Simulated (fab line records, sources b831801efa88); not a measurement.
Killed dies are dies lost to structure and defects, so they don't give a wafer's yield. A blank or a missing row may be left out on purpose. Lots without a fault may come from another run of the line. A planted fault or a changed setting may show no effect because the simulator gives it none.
One fault seen from 2 desks | flow gf180mcu | each desk has only its own numbers; what lay behind them comes last

THE METROLOGY DESK
What the gauges read, lot by lot, whatever tool the lot ran on: means of the sampled wafers that have a number. A lot is out of limits, marked OUT, if its mean lies more than 4 standard deviations from the usual mean; the brackets give that distance.
Columns: A = cd_nm at GF_V3_CD_MEAS_14, usual 260.3 nm; B = V4_CVD_00_THK at GF_V4_THK_MEAS_01, usual 600 nm; C = V4_BOW at GF_V4_BOW_MEAS_05, usual 131 um
lot  | first seen here | A     | B             | C
L105 | day 22 14:05    | 262.1 | 603           | 139
L106 | day 22 23:42    | 261.0 | 600           | 123
L107 | day 23 10:47    | 258.9 | 598           | 129
L108 | day 23 13:37    | 259.6 | 599           | 140
L109 | day 23 17:19    | 261.4 | 602           | 142
L112 | day 25 01:00    | 260.6 | 605           | 134
L115 | day 25 23:26    | 260.5 | 403 (-31) OUT | 117
L117 | day 26 15:49    | 260.9 | 502 (-15) OUT | 127
L121 | day 27 21:19    | 260.8 | 590           | 128
L122 | day 28 06:17    | 262.3 | 589           | 126
L124 | day 28 14:32    | 259.4 | 599           | 129
L127 | day 29 12:13    | 259.3 | 601           | 132
L128 | day 29 14:05    | 259.8 | 598           | 144
This desk's finding: out of limits on L115, L117; first on L115, day 26 23:19 (V4_CVD_00_THK at GF_V4_THK_MEAS_01). In limits: L105, L106, L107, L108, L109, L112, L121, L122, L124, L127, L128.

THE TOOL OWNER'S DESK: hdpcvd-02
The tool's own readings at GF_V4_CVD_00 (deposits SiO2, target thk 600 nm, time 100 s): means of the sampled wafers that have a number, for each lot that ran on this tool. A lot is out of limits, marked OUT, if its mean lies more than 4 standard deviations from the usual mean; the brackets give that distance.
Columns: A = sih4_flow_sccm at GF_V4_CVD_00, usual 60.01 sccm
lot  | first seen here | A
L105 | day 23 15:49    | 60.11
L106 | day 24 00:58    | 60.00
L107 | day 24 11:29    | 59.92
L109 | day 24 18:17    | 60.03
L115 | day 26 23:15    | 39.83 (-99 or more) OUT
L117 | day 27 14:27    | 49.88 (-63) OUT
This desk's finding: out of limits on L115, L117; first on L115, day 26 23:15 (sih4_flow_sccm at GF_V4_CVD_00). In limits: L105, L106, L107, L109.

PUT TOGETHER
The tool owner's desk could have raised an alarm at day 26 23:15, on L115, L117.
The metrology desk could have raised an alarm at day 26 23:19, on L115, L117.
Of the lots named, all ran GF_V4_CVD_00 on hdpcvd-02.

WHAT THE SIMULATOR HAD PUT IN
Process parameter drift: hdpcvd-02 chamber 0, from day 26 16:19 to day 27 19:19, at GF_V4_CVD_00. Setting sih4_flow_sccm, moved by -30, from 60. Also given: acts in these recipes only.
Lots struck among those shown: L115, L117.
Hours from the fault's start to each desk's first reading out of limits: the tool owner's desk, 7; the metrology desk, 7.
